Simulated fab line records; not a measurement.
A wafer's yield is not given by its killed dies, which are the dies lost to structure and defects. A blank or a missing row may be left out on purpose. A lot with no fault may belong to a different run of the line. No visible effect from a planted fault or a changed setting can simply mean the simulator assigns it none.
The same fault as seen by 2 desks    flow gf180mcu    what lay behind the numbers comes last; until then each desk has only its own

## FROM THE METROLOGY DESK
What the gauges read for every lot (on any tool): the sampled wafers with a number, averaged. The brackets show how far a lot's mean lies from the usual mean; more than 4 standard deviations puts the lot out of limits, marked OUT.
Columns: A = cd_nm at GF_V4_CD_MEAS_14, usual 260.0 nm; B = V4_OVL at GF_V4_OVL_MEAS_15, usual 1 nm; C = MIM_CVD_05_THK at GF_MIM_THK_MEAS_06, usual 41.9 nm
lot   first seen here  A      B   C
L578  day 24 09:58     258.4  -4  42.0
L579  day 25 00:35     260.4  8   42.2
L583  day 26 03:34     260.2  -2  42.3
L584  day 26 22:36     260.5  1   42.3
L587  day 27 06:26     260.7  6   41.9
L586  day 27 07:45     260.3  2   42.3
L588  day 27 21:32     261.1  -3  42.1
L591  day 28 23:22     261.2  4   42.0
L596  day 30 09:41     260.3  -0  41.9
L597  day 30 11:19     259.5  2   41.8
L598  day 30 16:09     259.5  -1  42.3
L599  day 31 03:01     259.0  7   41.6
L600  day 31 05:29     259.5  6   41.5
L601  day 31 06:56     260.3  -4  41.6
This desk's verdict: no lot among the 14 shows anything out of limits.

## FOR THE TOOL OWNER'S DESK: pvd_sputter-02
The tool's own readings at GF_MIM_SPUTTER_01 (material TiN, target thk 30 nm, time 25 s): means of the sampled wafers that have a number, for each lot that ran on this tool. The brackets show how far a lot's mean lies from the usual mean; more than 4 standard deviations puts the lot out of limits, marked OUT.
Columns: A = cathode_dc_power_W at GF_MIM_SPUTTER_01, usual 6500.0 W; B = chamber_pressure_pa at GF_MIM_SPUTTER_01, usual 0.3999 Pa; C = throttle_valve_pct at GF_MIM_SPUTTER_01, usual 29.5 %
lot   first seen here  A       B       C
L578  day 24 11:50     6500.5  0.3997  28.4
L583  day 26 05:10     6500.1  0.4003  28.5
L587  day 27 08:07     6500.3  0.4001  27.9
L597  day 30 12:56     6500.0  0.3994  29.5
L598  day 30 17:46     6499.7  0.3998  30.1
L599  day 31 04:38     6500.7  0.4006  30.1
L601  day 31 08:35     6498.7  0.3992  29.9
This desk's verdict: no lot among the 7 shows anything out of limits.

## BROUGHT TOGETHER
At the metrology desk, nothing out of limits was observed.
The tool owner's desk saw nothing out of limits.

## WHAT THE SIMULATOR HAD PUT IN
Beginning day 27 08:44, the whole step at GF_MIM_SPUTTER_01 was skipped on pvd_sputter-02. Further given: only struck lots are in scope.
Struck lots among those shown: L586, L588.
